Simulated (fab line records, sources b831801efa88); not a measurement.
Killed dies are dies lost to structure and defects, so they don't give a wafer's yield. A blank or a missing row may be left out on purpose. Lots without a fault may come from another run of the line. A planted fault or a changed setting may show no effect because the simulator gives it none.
Which tool did it? | flow sky130 | 12 lots, 36 wafers sampled, at 5 steps of a route of 708

WHAT THE GAUGES READ, wafer by wafer
SKY_CAP2M_THK_MEAS_01.
lot  | measured     | on            | CAP2M_CVD_00_THK (nm)
L784 | day 40 06:53 | film_metro-01 | 15.26 15.62 15.54
L785 | day 40 11:28 | film_metro-02 | 15.55 15.68 15.92
L786 | day 40 13:42 | film_metro-02 | 15.13 15.03 15.21
L787 | day 41 11:52 | film_metro-01 | 15.29 15.29 15.73
L788 | day 41 17:41 | film_metro-04 | 15.45 15.38 15.66
L793 | day 43 04:33 | film_metro-04 | 15.17 15.38 15.71
L794 | day 43 12:16 | film_metro-01 | 15.34 15.25 15.34
L798 | day 44 12:11 | film_metro-01 | 15.65 15.97 15.95
L800 | day 44 21:47 | film_metro-04 | 15.64 15.78 15.80
L802 | day 45 11:10 | film_metro-02 | 15.57 15.45 15.52
L803 | day 45 13:29 | film_metro-04 | 15.37 15.43 15.55
L804 | day 45 16:36 | film_metro-02 | 15.56 15.52 15.78

SKY_PASSIVATION_THK_MEAS_03.
lot  | measured     | on            | PASSIVATION_CVD_02_THK (nm)
L784 | day 44 06:41 | film_metro-01 | 538 546 547
L785 | day 44 13:59 | film_metro-01 | 538 540 540
L786 | day 44 15:35 | film_metro-02 | 536 539 554
L787 | day 45 12:34 | film_metro-02 | 527 526 537
L788 | day 45 15:12 | film_metro-03 | 542 536 545
L793 | day 46 23:07 | film_metro-03 | 646 653 660
L794 | day 47 06:15 | film_metro-03 | 640 643 659
L798 | day 48 04:41 | film_metro-01 | 532 543 542
L800 | day 48 10:14 | film_metro-03 | 543 548 556
L802 | day 48 23:53 | film_metro-03 | 544 544 544
L803 | day 49 01:04 | film_metro-01 | 535 535 540
L804 | day 49 04:36 | film_metro-01 | 538 534 543

WHICH TOOL RAN EACH LOT (tool, then ch and the chambers of the sampled wafers, then the start)
lot  | SKY_VIA3_CMP_02               | SKY_VIA3_CVD_21               | SKY_PASSIVATION_CVD_02
L784 | cmp-01 ch 1,2, day 39 05:06   | cvd_w-01 ch 0,1, day 40 06:07 | pecvd-02 ch 1,2, day 44 06:28
L785 | cmp-02 ch 0,2,3, day 39 09:39 | cvd_w-01 ch 0,1, day 40 10:40 | pecvd-04 ch 0,1,2, day 44 13:45
L786 | cmp-01 ch 1,2,3, day 39 11:26 | cvd_w-02 ch 0, day 40 12:50   | pecvd-04 ch 0,1,2, day 44 15:20
L787 | cmp-01 ch 0,1, day 40 10:13   | cvd_w-01 ch 0,1, day 41 11:05 | pecvd-04 ch 0,1, day 45 12:20
L788 | cmp-02 ch 0,2,3, day 40 16:17 | cvd_w-01 ch 1, day 41 16:54   | pecvd-02 ch 0,1,2, day 45 14:58
L793 | cmp-02 ch 0,1, day 42 03:50   | cvd_w-02 ch 0,1, day 43 03:47 | pecvd-04 ch 0,1,2, day 46 22:52
L794 | cmp-02 ch 1,2,3, day 42 11:24 | cvd_w-02 ch 0,1, day 43 11:29 | pecvd-04 ch 0,1, day 47 06:01
L798 | cmp-02 ch 0,1,3, day 43 12:29 | cvd_w-02 ch 0,1, day 44 11:24 | pecvd-01 ch 0,2, day 48 04:26
L800 | cmp-01 ch 0,1,3, day 43 21:46 | cvd_w-02 ch 0,1, day 44 21:01 | pecvd-02 ch 1,2, day 48 10:00
L802 | cmp-01 ch 0,3, day 44 11:19   | cvd_w-02 ch 0,1, day 45 10:24 | pecvd-01 ch 0,1,2, day 48 23:44
L803 | cmp-02 ch 1,2,3, day 44 13:36 | cvd_w-02 ch 0, day 45 12:43   | pecvd-02 ch 0,2, day 49 00:50
L804 | cmp-02 ch 0,1,3, day 44 16:44 | cvd_w-01 ch 0,1, day 45 15:49 | pecvd-02 ch 0,2, day 49 04:22
- SKY_VIA3_CMP_02: polishes SiO2.
- SKY_VIA3_CVD_21: deposits W, target thk 390 nm, time 117.31 s.
- SKY_PASSIVATION_CVD_02: deposits Si3N4, target thk 540 nm.

WHAT THE TOOLS THEMSELVES READ (means of the sampled wafers that have a number; where no wafer has one, the mark that the record gives instead)
SKY_VIA3_CMP_02.
lot  | tool   | edge_zone_pressure_frac | motor_current_A (A)
L784 | cmp-01 | 0.999                   | 13.7
L785 | cmp-02 | 1.002                   | 11.2
L786 | cmp-01 | 0.997                   | 12.3
L787 | cmp-01 | 1.010                   | 10.9
L788 | cmp-02 | 0.998                   | 10.9
L793 | cmp-02 | 1.002                   | 12.8
L794 | cmp-02 | 1.001                   | 11.5
L798 | cmp-02 | 1.007                   | 11.6
L800 | cmp-01 | 1.001                   | 11.1
L802 | cmp-01 | 0.999                   | 11.7
L803 | cmp-02 | 1.001                   | 11.9
L804 | cmp-02 | 1.002                   | 11.6

SKY_VIA3_CVD_21.
lot  | tool     | chamber_pressure_Torr (Torr) | heater_power_w (W)
L784 | cvd_w-01 | 40.05                        | 854
L785 | cvd_w-01 | 40.07                        | 869
L786 | cvd_w-02 | 39.99                        | 967
L787 | cvd_w-01 | 40.12                        | 849
L788 | cvd_w-01 | 39.94                        | 992
L793 | cvd_w-02 | 39.96                        | 997
L794 | cvd_w-02 | 39.95                        | 988
L798 | cvd_w-02 | 40.01                        | 1009
L800 | cvd_w-02 | 40.00                        | 1015
L802 | cvd_w-02 | 40.01                        | 1016
L803 | cvd_w-02 | 40.04                        | 950
L804 | cvd_w-01 | 39.99                        | 867

SKY_PASSIVATION_CVD_02.
lot  | tool     | heater_power_w (W)
L784 | pecvd-02 | 757
L785 | pecvd-04 | 738
L786 | pecvd-04 | 669
L787 | pecvd-04 | 752
L788 | pecvd-02 | 827
L793 | pecvd-04 | 691
L794 | pecvd-04 | 709
L798 | pecvd-01 | 715
L800 | pecvd-02 | 773
L802 | pecvd-01 | 738
L803 | pecvd-02 | 749
L804 | pecvd-02 | 791

THE ANSWER, worked out from the rows above alone
Rule: what is usual is taken from the lots themselves. Put in order of their means at a reading, lots are off if they are a third of the lots or fewer, leave a main group of 4 or more, and stand apart from it by a gap of 3 or more times the standard deviation of the main group's means; of several such gaps the widest counts. A main group whose means are all the same, to the digits that the tables above print for the reading, isn't used. A lot without any number at a reading at which 4 lots or more have one is off too. The other lots that the step has rows for count as sound. The gauges are gone through in route order, then the tools' own readings, and for those a lot's mean is taken as printed above. The first step at which some lot is off is used, and at that step the reading that is off furthest; a lot without a number counts as furthest.
Off: L793, L794, at SKY_PASSIVATION_THK_MEAS_03 (PASSIVATION_CVD_02_THK). The main group: mean 540 nm, standard deviation 4.8.
A tool fits if, at a process step before that reading, it ran every lot that is off, and no sound lot after the first of them. The gauges at SKY_PASSIVATION_THK_MEAS_03 are tried like those tools. One fits: pecvd-04 at SKY_PASSIVATION_CVD_02. Its last sound lot is L787 (day 45 12:20), its first lot that is off L793 (day 46 22:52): a fault that began between those two fits.

WHAT THE SIMULATOR HAD PUT IN
Process parameter drift: pecvd-04, from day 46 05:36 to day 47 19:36, at SKY_PASSIVATION_CVD_02. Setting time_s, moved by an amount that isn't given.
Lots struck among those shown: L793, L794. The rule above found the same.
